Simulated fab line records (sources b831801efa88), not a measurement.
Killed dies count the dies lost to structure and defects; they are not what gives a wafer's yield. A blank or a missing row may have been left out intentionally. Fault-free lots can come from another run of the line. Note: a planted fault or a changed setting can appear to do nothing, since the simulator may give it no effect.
Matching of chambers | flow gf180mcu | rie diel-04 running GF_V3_ETCH_16: 4 sister chambers
The step etches BARC in N2/H2. 18 wafers are shown with their chamber, then 9 later ones without.

WAFERS, EACH WITH ITS CHAMBER
wafer  | chamber | drypump motor current A (A) | bias w (W) | throttle valve pct (%)
L075.4 | 0       | 6.0                         | 100.05     | 13.226
L075.5 | 2       | 6.0                         | 100.10     | 13.215
L075.6 | 1       | 5.4                         | 100.38     | 13.238
L079.2 | 1       | 5.4                         | 100.33     | 13.230
L079.4 | 3       | 6.1                         | 100.05     | 13.213
L079.5 | 3       | 6.1                         | 99.68      | 13.232
L084.2 | 3       | 6.1                         | 100.01     | 13.245
L084.3 | 1       | 5.4                         | 100.90     | 13.221
L084.5 | 2       | 5.9                         | 100.20     | 13.228
L086.2 | 3       | 6.1                         | 100.23     | 13.229
L086.3 | 2       | 5.9                         | 100.33     | 13.217
L086.4 | 0       | 6.0                         | 100.09     | 13.213
L087.1 | 3       | 6.1                         | 99.87      | 13.236
L087.4 | 0       | 6.0                         | 100.15     | 13.226
L087.5 | 0       | 6.0                         | 99.74      | 13.225
L089.4 | 0       | 6.0                         | 100.30     | 13.230
L089.5 | 3       | 6.1                         | 99.72      | 13.231
L089.6 | 2       | 6.0                         | 100.47     | 13.229

SIGNATURES (means of the wafers above)
reading                 | chamber 0 | chamber 1 | chamber 2 | chamber 3 | scatter within a chamber
drypump motor current A | 6.000     | 5.400     | 5.950     | 6.100     | 0.0267
bias w                  | 100.0660  | 100.5367  | 100.2750  | 99.9267   | 0.218
throttle valve pct      | 13.22400  | 13.22967  | 13.22225  | 13.23100  | 0.00853
Rule: a wafer lies at a distance from a chamber equal to the root of the sum of squares, over the readings, of (its reading less the chamber's mean, divided by the reading's scatter). If the next closest chamber is less than 2 further off than the closest, the wafer can't be placed; otherwise it belongs to the closest. How the scatter is found: for the shown wafers, subtract from each reading the mean of its chamber, square and add these, divide the total by (wafers less chambers), then take the root.

WAFERS WHOSE CHAMBER IS MISSING
wafer  | drypump motor current A (A) | bias w (W) | throttle valve pct (%)
L092.1 | 6.0                         | 100.24     | 13.220
L092.2 | 6.0                         | 100.00     | 13.210
L092.6 | 5.9                         | 99.90      | 13.237
L094.2 | 5.9                         | 100.14     | 13.231
L094.5 | 6.0                         | 100.09     | 13.228
L094.6 | 5.4                         | 99.87      | 13.222
L096.1 | 5.4                         | 100.31     | 13.221
L096.2 | 6.0                         | 99.70      | 13.223
L096.6 | 6.0                         | 99.85      | 13.226

CHAMBER TAKEN BY EACH
wafer  | from the rows above     | in truth
L092.1 | can't be placed: 0 or 2 | 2
L092.2 | can't be placed: 0 or 2 | 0
L092.6 | can't be placed: 2 or 0 | 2
L094.2 | can't be placed: 2 or 0 | 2
L094.5 | can't be placed: 0 or 2 | 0
L094.6 | 1                       | 1
L096.1 | 1                       | 1
L096.2 | can't be placed: 0 or 2 | 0
L096.6 | can't be placed: 0 or 2 | 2
2 of 9 placed correctly. Can't be placed from these rows: 7 (the true chamber is among the candidates in 7). 0 placed wrongly.
